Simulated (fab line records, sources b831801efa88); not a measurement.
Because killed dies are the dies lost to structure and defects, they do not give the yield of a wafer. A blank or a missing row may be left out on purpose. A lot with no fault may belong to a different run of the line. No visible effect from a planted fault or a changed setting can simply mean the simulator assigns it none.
fab line records	flow sky130
record lots=6	wafers=18	last_day=50
route steps=708 shown VIA1@482 METAL2@483 PAD_OPEN@708
lots untouched by any fault: they come from a run of this same line in which no faults occurred
start_h: the number of hours between the record's first day and the start of the first shown wafer of the lot	wait_h: hours from the lot's prior step to this one	" as in the row above	L1.1+2: a single row standing in for several wafers	- no value, or no start given	* or withheld: withheld	< > ~ a bound
route shown NAME@n: names a module that has steps shown in the file, with the first one's number in the route	usual: average and standard deviation across the fault-free wafers	same: alike in all rows	chamber/n: place in a boat	sites: readings site by site	_std_site: the standard deviation of these	_edge_site: mean of outer sites minus mean of inner sites	radius_mm: for every site, how far away it sits from the centre of the wafer	mask NAME#n: copy n	behind: the tool/chamber that last shaped the wafer	hold: why the lot went on hold/how many hours it stayed there/how the hold came to an end	device: the transistor (n, p or np) that didn't switch	end of line: tests run on the same wafers once the route is complete	a step without rows: its recipe alone	killed: the dies lost at the first sort to structure and to defects; this is not the yield of the wafer	map: a wafer's dies, x killed, . not, _ none there
set.NAME: the setting that was run; set.NAME@STEP: the one run at that earlier step	model.NAME: the simulator's own value behind a step, which no gauge read
lots at selected steps of the route; one table per step, one row per wafer
services: a tool's chamber out of use, with start hour (start_h, from the record's first day; less than 0 if before it), hours out, and reason
## steps
# step SKY_VIA1_CMP_24
# recipe stop_on=SiO2	t_overpolish_s=15	down_force_psi=3.5	platen_rpm=60	target_thk_nm=0	pad_velocity_m_s=0.94248
# usual motor_current_A=10.3/0.62	overpolish_run_s=15.001/0.0095	platen_rpm=60.00/0.038	time_to_endpoint_s=65.3/2.3
lot.wafer	tool	chamber	start_h	wait_h	motor_current_A	overpolish_run_s	platen_rpm	time_to_endpoint_s
L694.1	cmp-02	2	811.73	0.1	11.0	15.012	60.01	64.0
L694.6	"	1	"	"	10.3	15.013	59.99	61.8
L694.5	"	2	"	"	10.2	15.000	60.03	63.8
L696.4	cmp-01	0	831.39	0.1	10.6	14.988	59.97	66.7
L696.3	"	1	"	"	9.4	14.997	59.98	67.7
L696.2	"	2	"	"	10.4	14.989	59.99	67.5
L702.4	cmp-02	2	894.90	0.0	10.4	15.017	60.00	64.2
L702.3	"	0	"	"	9.2	14.992	59.96	67.7
L702.6	"	2	"	"	10.2	15.017	59.99	63.9
L707.4	cmp-02	0	914.05	0.1	9.4	15.019	60.04	66.6
L707.1	"	1	"	"	10.0	14.998	60.00	63.3
L707.5	"	3	"	"	10.3	14.997	59.98	64.5
L711.3	cmp-01	0	935.68	0.1	11.3	14.987	59.99	65.5
L711.5	"	2	"	"	10.0	15.002	59.99	64.9
L711.6	"	3	"	"	11.5	14.990	60.00	66.1
L714.1	cmp-02	1	959.46	0.1	10.0	15.014	60.05	60.7
L714.3	"	3	"	"	10.1	15.001	60.00	64.7
L714.6	"	2	"	"	10.3	15.007	59.98	63.9
# step SKY_METAL2_SPUTTER_00
# recipe material=Ti	target_thk_nm=15	power_w=3000	time_s=10	chamber_pressure_pa=0.4
# step SKY_METAL2_SPUTTER_01
# recipe material=TiN	target_thk_nm=20	power_w=6500	time_s=16.7	chamber_pressure_pa=0.4
# usual cathode_dc_power_W=6500.1/1.1	throttle_valve_pct=30.1/0.89
# same time_s=16.7
lot.wafer	tool	chamber	start_h	wait_h	cathode_dc_power_W	throttle_valve_pct
L694.1	pvd_sputter-01	-	812.00	0.0	6500.0	31.1
L694.5	"	-	"	"	6500.7	30.5
L694.6	"	-	"	"	6499.1	31.2
L696.2	pvd_sputter-03	-	831.66	0.0	6501.9	30.1
L696.3	"	-	"	"	6500.7	28.7
L696.4	"	-	"	"	6498.2	29.9
L702.3	pvd_sputter-03	-	895.22	0.0	6500.3	30.3
L702.4	"	-	"	"	6500.3	28.6
L702.6	"	-	"	"	6501.3	30.0
L707.1	pvd_sputter-01	-	914.27	0.0	6499.7	29.9
L707.4	"	-	"	"	6500.2	31.3
L707.5	"	-	"	"	6499.8	31.5
L711.3	pvd_sputter-01	-	935.90	0.0	6498.5	31.8
L711.5	"	-	"	"	6500.1	29.4
L711.6	"	-	"	"	6501.5	31.8
L714.1	pvd_sputter-01	-	959.78	0.0	6499.9	30.0
L714.3	"	-	"	"	6499.7	30.2
L714.6	"	-	"	"	6499.7	31.6
# step SKY_METAL2_SPUTTER_02
# recipe material=AlCu	target_thk_nm=250	power_w=10600	time_s=13.3	chamber_pressure_pa=0.4
# usual cathode_dc_power_W=10600/1.9	throttle_valve_pct=30.1/0.89
# same time_s=13.3
lot.wafer	tool	chamber	start_h	wait_h	cathode_dc_power_W	throttle_valve_pct
L694.1	pvd_sputter-01	-	812.03	0.0	10601	31.4
L694.5	"	-	"	"	10601	30.3
L694.6	"	-	"	"	10600	31.1
L696.2	pvd_sputter-03	-	831.69	0.0	10599	30.1
L696.3	"	-	"	"	10599	28.5
L696.4	"	-	"	"	10601	30.1
L702.3	pvd_sputter-03	-	895.25	0.0	10600	30.3
L702.4	"	-	"	"	10602	28.7
L702.6	"	-	"	"	10600	29.9
L707.1	pvd_sputter-01	-	914.30	0.0	10600	29.6
L707.4	"	-	"	"	10602	31.2
L707.5	"	-	"	"	10602	31.3
L711.3	pvd_sputter-01	-	935.92	0.0	10603	31.5
L711.5	"	-	"	"	10601	30.1
L711.6	"	-	"	"	10599	31.4
L714.1	pvd_sputter-01	-	959.81	0.0	10599	29.9
L714.3	"	-	"	"	10601	30.1
L714.6	"	-	"	"	10599	31.4
# step SKY_METAL2_SPUTTER_03
# recipe material=Ti	target_thk_nm=5	power_w=3000	time_s=3.3	chamber_pressure_pa=0.4
# usual cathode_dc_power_W=3000.0/0.6	throttle_valve_pct=30.1/0.9
# same time_s=3.3
lot.wafer	tool	chamber	start_h	wait_h	cathode_dc_power_W	throttle_valve_pct
L694.1	pvd_sputter-01	-	812.05	0.0	3000.1	31.2
L694.5	"	-	"	"	3001.0	30.2
L694.6	"	-	"	"	2999.0	31.2
L696.2	pvd_sputter-03	-	831.71	0.0	3000.0	30.3
L696.3	"	-	"	"	3000.6	28.5
L696.4	"	-	"	"	3000.1	29.8
L702.3	pvd_sputter-03	-	895.27	0.0	3000.0	30.2
L702.4	"	-	"	"	2998.8	28.4
L702.6	"	-	"	"	3001.7	30.0
L707.1	pvd_sputter-01	-	914.32	0.0	2999.7	29.8
L707.4	"	-	"	"	3001.5	31.2
L707.5	"	-	"	"	2999.7	31.1
L711.3	pvd_sputter-01	-	935.95	0.0	3000.3	31.5
L711.5	"	-	"	"	3000.0	29.9
L711.6	"	-	"	"	3000.7	31.6
L714.1	pvd_sputter-01	-	959.83	0.0	2999.6	29.7
L714.3	"	-	"	"	3000.0	30.2
L714.6	"	-	"	"	3000.1	31.8
# step SKY_METAL2_SPUTTER_04
# recipe material=TiN	target_thk_nm=70	power_w=6500	time_s=58.3	chamber_pressure_pa=0.4
# usual cathode_dc_power_W=6500.3/1.1	throttle_valve_pct=30.1/0.89
# same time_s=58.3
lot.wafer	tool	chamber	start_h	wait_h	cathode_dc_power_W	throttle_valve_pct
L694.1	pvd_sputter-01	-	812.07	0.0	6497.4	31.3
L694.5	"	-	"	"	6501.4	30.3
L694.6	"	-	"	"	6500.7	31.4
L696.2	pvd_sputter-03	-	831.73	0.0	6499.7	30.6
L696.3	"	-	"	"	6501.6	28.6
L696.4	"	-	"	"	6500.5	29.8
L702.3	pvd_sputter-03	-	895.29	0.0	6501.4	30.2
L702.4	"	-	"	"	6498.9	28.6
L702.6	"	-	"	"	6499.4	29.9
L707.1	pvd_sputter-01	-	914.34	0.0	6499.5	29.9
L707.4	"	-	"	"	6499.3	31.2
L707.5	"	-	"	"	6499.4	31.3
L711.3	pvd_sputter-01	-	935.97	0.0	6501.1	31.8
L711.5	"	-	"	"	6502.0	29.5
L711.6	"	-	"	"	6499.8	31.5
L714.1	pvd_sputter-01	-	959.85	0.0	6498.9	29.6
L714.3	"	-	"	"	6500.7	30.2
L714.6	"	-	"	"	6499.2	31.5
# step SKY_METAL2_RS_MEAS_05
# recipe thk_meas_gauge=four-point-probe	reads=TiN_of_METAL2_SPUTTER_04+Ti_of_METAL2_SPUTTER_03+AlCu_of_METAL2_SPUTTER_02+TiN_of_METAL2_SPUTTER_01+Ti_of_METAL2_SPUTTER_00
# usual METAL2_ALCU_RS=0.1275/0.0013
lot.wafer	tool	chamber	start_h	wait_h	METAL2_ALCU_RS[ohm/sq]
L694.1	film_metro-02	-	812.12	0.0	0.1255
L694.5	"	-	"	"	0.1257
L694.6	"	-	"	"	0.1266
L696.2	film_metro-02	-	831.80	0.0	0.1288
L696.3	"	-	"	"	0.1275
L696.4	"	-	"	"	0.1278
L702.3	film_metro-04	-	895.38	0.1	0.1294
L702.4	"	-	"	"	0.1287
L702.6	"	-	"	"	0.1287
L707.1	film_metro-04	-	914.39	0.0	0.1266
L707.4	"	-	"	"	0.1259
L707.5	"	-	"	"	0.1267
L711.3	film_metro-01	-	936.06	0.1	0.1281
L711.5	"	-	"	"	0.1274
L711.6	"	-	"	"	0.1267
L714.1	film_metro-01	-	959.90	0.0	0.1273
L714.3	"	-	"	"	0.1276
L714.6	"	-	"	"	0.1263
# step SKY_METAL2_THK_MEAS_06
# recipe thk_meas_gauge=xrf	reads=AlCu_of_METAL2_SPUTTER_02
# usual METAL2_ALCU_THK=253.4/3
lot.wafer	tool	chamber	start_h	wait_h	METAL2_ALCU_THK[nm]
L694.1	film_metro-02	-	812.24	0.1	258.1
L694.5	"	-	"	"	257.0
L694.6	"	-	"	"	254.3
L696.2	film_metro-02	-	831.91	0.1	252.2
L696.3	"	-	"	"	253.7
L696.4	"	-	"	"	253.9
L702.3	film_metro-04	-	895.48	0.1	247.9
L702.4	"	-	"	"	250.6
L702.6	"	-	"	"	251.2
L707.1	film_metro-04	-	914.51	0.1	252.9
L707.4	"	-	"	"	254.4
L707.5	"	-	"	"	252.0
L711.3	film_metro-01	-	936.16	0.1	253.0
L711.5	"	-	"	"	255.9
L711.6	"	-	"	"	255.3
L714.1	film_metro-01	-	960.02	0.1	255.5
L714.3	"	-	"	"	253.1
L714.6	"	-	"	"	256.1
# step SKY_METAL2_DEHYDRATE_07
# recipe temp_c=200	time_s=60
# step SKY_METAL2_HMDS_08
# recipe prime_time_s=60	prime_temp_c=120
# step SKY_METAL2_COAT_09
# recipe resist=BARC	temp_c=withheld	time_s=withheld	spin_rpm=3000	resist_thk_nm=60
# step SKY_METAL2_COAT_10
# recipe resist=KrF-thick	spin_rpm=3000	resist_thk_nm=450
# step SKY_METAL2_SOFTBAKE_11
# recipe temp_c=100	time_s=90	resist=KrF-thick
# usual run_length_s=119.22/0.23
lot.wafer	tool	chamber	start_h	wait_h	run_length_s
L694.1	litho_track-03	0	825	-	119.12
L694.5	"	0	"	"	118.97
L694.6	"	0	"	"	119.06
L696.2	litho_track-02	0	844	-	119.44
L696.3	"	0	"	"	119.43
L696.4	"	0	845	-	119.53
L702.3	litho_track-03	0	908	-	124.22
L702.4	"	0	"	"	124.35
L702.6	"	0	"	"	124.43
L707.1	litho_track-03	0	927	-	124.37
L707.4	"	0	"	"	124.43
L707.5	"	0	"	"	124.15
L711.3	litho_track-01	0	948	-	119.24
L711.5	"	0	"	"	118.99
L711.6	"	0	"	"	119.12
L714.1	litho_track-02	0	971	-	119.43
L714.3	"	0	"	"	119.48
L714.6	"	0	"	"	119.42
# step SKY_METAL2_EXPOSE_12
# recipe mask_id=MM2	na=0.8	source_shape=annular	sigma_inner=0.55	sigma_outer=0.85	target_cd_nm=140	dose_mj=28
# step SKY_PAD_OPEN_PROBE_99
# usual defect_limited_yield=82.4/2.1	killed_at_M0_to_M3=44/7.3	killed_at_M4_up=3.0/1.9	killed_at_contacts=24/5	killed_at_front_end=16/4.5	killed_at_other=0.3/0.46	killed_dies=87/10	killed_open=47/8.3	killed_short=39/6.4	sort_bin_3_pad_short=0.8/0.43	sort_bin_5_function=10.5/1.6	sort_bin_6_memory=6.3/1.1	sort_n_pass=405/10	sort_yield_pct=82.4/2.1
# same gross_dies=492	killed_at_back_side=0	sort_bin_4_leakage[%]=0	sort_bin_8_speed[%]=0
lot.wafer	tool	chamber	start_h	wait_h	defect_limited_yield[%]	killed_at_M0_to_M3	killed_at_M4_up	killed_at_contacts	killed_at_front_end	killed_at_other	killed_dies	killed_open	killed_short	sort_bin_3_pad_short[%]	sort_bin_5_function[%]	sort_bin_6_memory[%]	sort_n_pass	sort_yield_pct[%]
L694.1	prober-02	-	1090.13	0.1	84.6	38	4	25	9	0	76	37	39	0.4	9.3	5.7	416	84.6
L694.5	prober-02	-	1090.33	0.2	82.9	44	0	27	13	0	84	48	36	0.6	11.6	4.9	408	82.9
L694.6	prober-02	-	1090.38	0.2	81.1	46	0	30	17	0	93	53	40	0.8	11.0	7.1	399	81.1
L696.2	prober-02	-	1105.28	0.1	79.9	52	1	27	19	0	99	59	40	1.0	12.0	7.1	393	79.9
L696.3	prober-02	-	1105.33	0.2	82.5	46	0	30	10	0	86	49	37	0.8	9.6	7.1	406	82.5
L696.4	prober-02	-	1105.38	0.2	83.7	41	4	25	8	2	80	48	32	0.6	9.8	5.9	412	83.7
L711.3	prober-01	-	1179.23	0.2	83.7	33	6	30	11	0	80	47	33	1.0	9.6	5.7	412	83.7
L711.5	prober-01	-	1179.33	0.2	81.7	46	3	31	10	0	90	48	42	0.6	11.4	6.3	402	81.7
L711.6	prober-01	-	1179.38	0.2	81.5	43	1	27	20	0	91	53	38	0.2	12.0	6.3	401	81.5
# killed by level:class
L694.1 CONTACT:geometric_particle:open=9 VIA1:geometric_particle:open=8 CONTACT:geometric_particle:short=6 METAL2:geometric_particle:short=6 VIA3:geometric_particle:open=6 LI_CONTACT:geometric_particle:open=5 VIA2:geometric_particle:open=5 POLY_GATE:geometric_particle:short=4
L694.5 CONTACT:geometric_particle:open=11 METAL1:geometric_particle:short=8 LI_CONTACT:geometric_particle:open=7 POLY_GATE:geometric_particle:open=6 VIA2:geometric_particle:open=6 VIA1:geometric_particle:open=6 METAL2:geometric_particle:short=6 LOCAL_INTERCONNECT:geometric_particle:short=5
L694.6 CONTACT:geometric_particle:open=17 METAL1:geometric_particle:short=9 VIA3:geometric_particle:open=8 VIA2:geometric_particle:open=7 FIELD_ISO:geometric_particle:short=6 LI_CONTACT:geometric_particle:open=6 VIA1:geometric_particle:short=6 VIA1:geometric_particle:open=5
L696.2 VIA1:geometric_particle:open=14 VIA3:geometric_particle:open=12 CONTACT:geometric_particle:open=9 LI_CONTACT:geometric_particle:open=9 FIELD_ISO:geometric_particle:short=6 POLY_GATE:geometric_particle:short=6 METAL1:geometric_particle:short=6 VIA2:geometric_particle:short=6
L696.3 VIA3:geometric_particle:open=11 CONTACT:geometric_particle:short=10 LI_CONTACT:geometric_particle:open=9 VIA1:geometric_particle:open=9 METAL2:geometric_particle:short=7 VIA2:geometric_particle:open=6 CONTACT:geometric_particle:open=6 METAL1:geometric_particle:short=4
L696.4 VIA1:geometric_particle:open=9 VIA2:geometric_particle:open=9 CONTACT:geometric_particle:open=9 LI_CONTACT:geometric_particle:open=8 VIA3:geometric_particle:open=6 CONTACT:geometric_particle:short=5 METAL1:geometric_particle:short=5 METAL2:geometric_particle:short=5
L711.3 CONTACT:geometric_particle:open=16 VIA2:geometric_particle:open=9 VIA1:geometric_particle:open=8 VIA3:geometric_particle:open=6 LOCAL_INTERCONNECT:geometric_particle:short=5 FIELD_ISO:geometric_particle:short=4 METAL4:geometric_particle:short=4 POLY_GATE:geometric_particle:short=4
L711.5 VIA1:geometric_particle:open=17 CONTACT:geometric_particle:open=11 METAL2:geometric_particle:short=8 LOCAL_INTERCONNECT:geometric_particle:short=7 LI_CONTACT:geometric_particle:open=5 VIA3:geometric_particle:open=5 LI_CONTACT:geometric_particle:short=4 CONTACT:geometric_particle:short=4
L711.6 CONTACT:geometric_particle:open=13 VIA1:geometric_particle:open=13 VIA1:geometric_particle:short=8 LI_CONTACT:geometric_particle:open=7 POLY_GATE:geometric_particle:open=6 FIELD_ISO:geometric_particle:short=5 METAL2:geometric_particle:short=4 LOCAL_INTERCONNECT:geometric_particle:short=4
## services
tool	chamber	start_h	hours	kind
pvd_sputter-03	-	797.96	2.7	repair
cmp-01	-	836.08	3.1	repair
cmp-02	-	870.01	1.8	repair
cmp-01	-	915.50	4.0	pm
cmp-01	-	919.50	-	consumable_replace:conditioner
cmp-01	-	919.50	-	consumable_replace:pad
cmp-01	-	930.78	3.3	repair
cmp-02	-	947.66	2.0	repair
## key
first_sign step=SKY_METAL2_SOFTBAKE_11	reading=run_length_s	direction=up	sigmas=22	usual=*	struck=*
effect none on later readings
met_at SKY_METAL2_SOFTBAKE_11
struck_wafers L702.3,L702.4,L702.6,L707.1,L707.4,L707.5
onset_between 825 908
fault kind=process_parameter_drift	tool=litho_track-03	chamber=-	onset_h=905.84	steps=SKY_METAL2_SOFTBAKE_11	channel=time_s	offset=*	shape=step	end_h=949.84	acts_in=*	stated=*
